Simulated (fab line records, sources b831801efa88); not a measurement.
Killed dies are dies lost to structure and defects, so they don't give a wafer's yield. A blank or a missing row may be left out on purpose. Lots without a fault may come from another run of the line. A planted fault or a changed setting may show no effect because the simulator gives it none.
Problem report in the 8D (eight disciplines) form, filled by code | flow sky130 | the parts of the form that need people (team, actions taken, sign-off) are left out

1. THE PROBLEM
VT_ADJUST_HVTR_TW at SKY_VT_ADJUST_HVTR_TW_MEAS_11 reads a mean of 113.6 on 6 wafers of 2 lots; wafers without a fault read 211.3 with a standard deviation of 3. That is -33 standard deviations from the usual mean.
First seen on wafer L523.2, day 13 18:21, on film_metro-01. The record holds 33 wafers of 11 lots with a number at this step. Rule for "out", or "out of limits": more than 4 standard deviations from the usual mean. The other wafers with a number count as sound.

2. WHAT IT IS AND WHAT IT IS NOT
question                    | is                           | is not
which readings at this step | VT_ADJUST_HVTR_TW            | -
which lots                  | L523, L526                   | L512, L514, L515, L516, L517, L527, L528, L531, L534
which wafers of those lots  | all that have a number       | -
read on which gauges        | film_metro-01, film_metro-02 | film_metro-03
when                        | from day 13 18:21            | up to then (15 sound wafers); but 12 sound wafers of L527, L528, L531, L534 came after

3. SUSPECTS, AND WHAT RULES EACH OUT
Counting: a tool at a process step up to the reading stays a suspect if it ran every lot that is out and no sound lot after the first of them.
- the gauge at SKY_VT_ADJUST_HVTR_TW_MEAS_11: ruled out. The wafers that are out were read on 2 gauges (film_metro-01, film_metro-02).
- implanter-02 at SKY_VT_ADJUST_HVTR_IMPLANT_09: ruled out as a lasting fault. Sound lots L534 ran on it after its first lot that is out, L523 (day 13 18:07).
Left after counting: nothing in the record.

4. THE CAUSE (what the simulator had put in)
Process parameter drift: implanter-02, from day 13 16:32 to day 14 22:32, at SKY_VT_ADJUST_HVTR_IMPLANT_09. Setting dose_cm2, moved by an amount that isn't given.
Counting ruled it out, wrongly: the rule takes a fault to strike every lot that its tool runs from its start on, and this one did not.

5. THE CHAIN OF EFFECTS, in route order
Each row: a reading whose mean over the struck wafers that have a number lies more than 3 standard deviations from the usual. Only readings for which the record gives a usual standard deviation are gone through. hours: the time from each lot's start at the first step in this table that gives one to its start at this step, as a median over the lots. sigmas: the change in usual standard deviations.
hours | step                          | reading            | usual      | on struck wafers | change      | sigmas
0     | SKY_VT_ADJUST_HVTR_IMPLANT_09 | dose_ions_cm2      | 2.1006e+12 | 2.1178e+11       | -1.8888e+12 | -99 or more
0     | SKY_VT_ADJUST_HVTR_IMPLANT_09 | faraday_current_uA | 11.85      | 1.19             | -10.66      | -44
0     | SKY_VT_ADJUST_HVTR_TW_MEAS_11 | VT_ADJUST_HVTR_TW  | 211.3      | 113.6            | -97.7       | -33
The process steps in it:
- SKY_VT_ADJUST_HVTR_IMPLANT_09
Later measuring or inspecting steps at which every struck wafer that the step has a row for has a number for every such reading, and none has moved that far: SKY_POLY_GATE_THK_MEAS_04.

6. WHAT WOULD HAVE CAUGHT IT SOONER
In this record the first reading out of limits at a measuring or inspecting step was taken at day 13 18:21, 2 hours after the fault began at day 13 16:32.
The tool's own readings at SKY_VT_ADJUST_HVTR_IMPLANT_09 were out on every struck wafer that the step has a row for (dose_ions_cm2, faraday_current_uA): an alarm limit on them would have fired on the first of those.
